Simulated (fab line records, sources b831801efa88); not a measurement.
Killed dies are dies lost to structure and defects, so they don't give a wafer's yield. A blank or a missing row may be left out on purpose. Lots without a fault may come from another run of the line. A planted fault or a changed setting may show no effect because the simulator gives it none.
Problem report in the 8D (eight disciplines) form, filled by code | flow gf180mcu | the parts of the form that need people (team, actions taken, sign-off) are left out

1. THE PROBLEM
beam_energy_keV at GF_MVSD_IMPLANT_09 reads a mean of 116.71 on 6 wafers of 2 lots; wafers without a fault read 100.01 with a standard deviation of 0.032. That is +99 or more standard deviations from the usual mean.
First seen on wafer L464.1, day 8 03:51, on implanter-02. The record holds 39 wafers of 13 lots with a number at this step. Rule for "out", or "out of limits": more than 4 standard deviations from the usual mean. The other wafers with a number count as sound.

2. WHAT IT IS AND WHAT IT IS NOT
question                    | is                     | is not
which readings at this step | beam_energy_keV        | faraday_current_uA
which lots                  | L464, L466             | L450, L451, L454, L455, L456, L457, L459, L460, L462, L471, L472
which wafers of those lots  | all that have a number | -
read on which tools         | implanter-02           | implanter-01, implanter-03
when                        | from day 8 03:51       | up to then (27 sound wafers); but 6 sound wafers of L471, L472 came after

3. SUSPECTS, AND WHAT RULES EACH OUT
Counting: a tool at a process step up to the reading stays a suspect if it ran every lot that is out and no sound lot after the first of them.
- implanter-02 at GF_MVSD_IMPLANT_09: kept. It ran every lot that is out, first L464 (day 8 03:51), and no sound lot after that; its last sound lot up to then is L460 (day 7 02:09). Its own readings are out on those wafers: beam_energy_keV.
Left after counting: implanter-02 at GF_MVSD_IMPLANT_09.

4. THE CAUSE (what the simulator had put in)
Process parameter drift: implanter-02, from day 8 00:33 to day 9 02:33, at GF_MVSD_IMPLANT_09. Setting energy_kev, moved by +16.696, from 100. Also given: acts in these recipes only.
Counting left only this tool.

5. THE CHAIN OF EFFECTS, in route order
Each row: a reading whose mean over the struck wafers that have a number lies more than 3 standard deviations from the usual. Only readings for which the record gives a usual standard deviation are gone through. hours: the time from each lot's start at the first step in this table that gives one to its start at this step, as a median over the lots. sigmas: the change in usual standard deviations.
hours | step                     | reading         | usual        | on struck wafers | change | sigmas
0     | GF_MVSD_IMPLANT_09       | beam_energy_keV | 100.01       | 116.71           | +16.70 | +99 or more
90    | GF_VT_IMPLANT_RS_MEAS_46 | MVSD_RS         | 456.6 ohm/sq | 460.4            | +3.8   | +3.2
The process steps in it:
- GF_MVSD_IMPLANT_09
Later measuring or inspecting steps at which every struck wafer that the step has a row for has a number for every such reading, and none has moved that far: GF_SAB_THK_MEAS_01.

6. WHAT WOULD HAVE CAUGHT IT SOONER
In this record the first reading out of limits was taken at day 8 03:51, 3 hours after the fault began at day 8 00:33.
